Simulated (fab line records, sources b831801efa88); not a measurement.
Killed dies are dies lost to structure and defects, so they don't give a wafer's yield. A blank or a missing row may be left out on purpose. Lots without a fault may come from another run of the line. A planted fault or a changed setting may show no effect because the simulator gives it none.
Chamber matching | flow sky130 | SKY_METAL4_ETCH_17 on rie_diel-01: 4 sister chambers
The step etches SiO2 in C4F8/O2/Ar, stops on TiN, time 3.9 s, target depth 15 nm. 7 wafers are shown with their chamber, then 7 later ones without.

WAFERS WITH THEIR CHAMBER
wafer  | chamber | oes_product_au (a.u.) | rf_fwd_power_W (W)
L081.3 | 0       | 0.747                 | 1470
L081.6 | 0       | 0.749                 | 1471
L084.2 | 1       | 0.746                 | 1471
L084.4 | 2       | 0.757                 | 1472
L084.6 | 2       | 0.753                 | 1469
L091.1 | 3       | 0.750                 | 1470
L091.3 | 1       | 0.750                 | 1466

WAFERS WITHOUT THEIR CHAMBER
wafer  | oes_product_au (a.u.) | rf_fwd_power_W (W)
L091.6 | 0.758                 | 1473
L093.2 | 0.751                 | 1463
L093.5 | 0.749                 | 1472
L093.6 | 0.756                 | 1464
L097.1 | 0.751                 | 1468
L097.5 | 0.758                 | 1463
L097.6 | 0.764                 | 1466

WHICH CHAMBER EACH WENT THROUGH
wafer  | from the rows above               | in truth
L091.6 | can't be placed: 2 or 3           | 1
L093.2 | can't be placed: 1 or 3 or 0 or 2 | 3
L093.5 | can't be placed: 0 or 3 or 1 or 2 | 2
L093.6 | can't be placed: 2 or 3 or 1 or 0 | 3
L097.1 | can't be placed: 3 or 1 or 0 or 2 | 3
L097.5 | can't be placed: 2 or 3 or 1 or 0 | 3
L097.6 | can't be placed: 2 or 3           | 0
Placed correctly: 0 of 7. Can't be placed from these rows: 7 (the true chamber is among the candidates in 5). Placed wrongly: 0.
How it was worked out, from the rows above alone: a wafer's distance from a chamber is the root of the sum, over the readings, of the square of ((its reading less the chamber's mean) divided by the reading's scatter). The wafer belongs to the nearest chamber; if the next one is less than 2 further off, it can't be placed. A chamber's mean is the mean of its shown wafers. The scatter: the root of (the sum of the squares of (reading less its chamber's mean) over the shown wafers, divided by (wafers less chambers)).
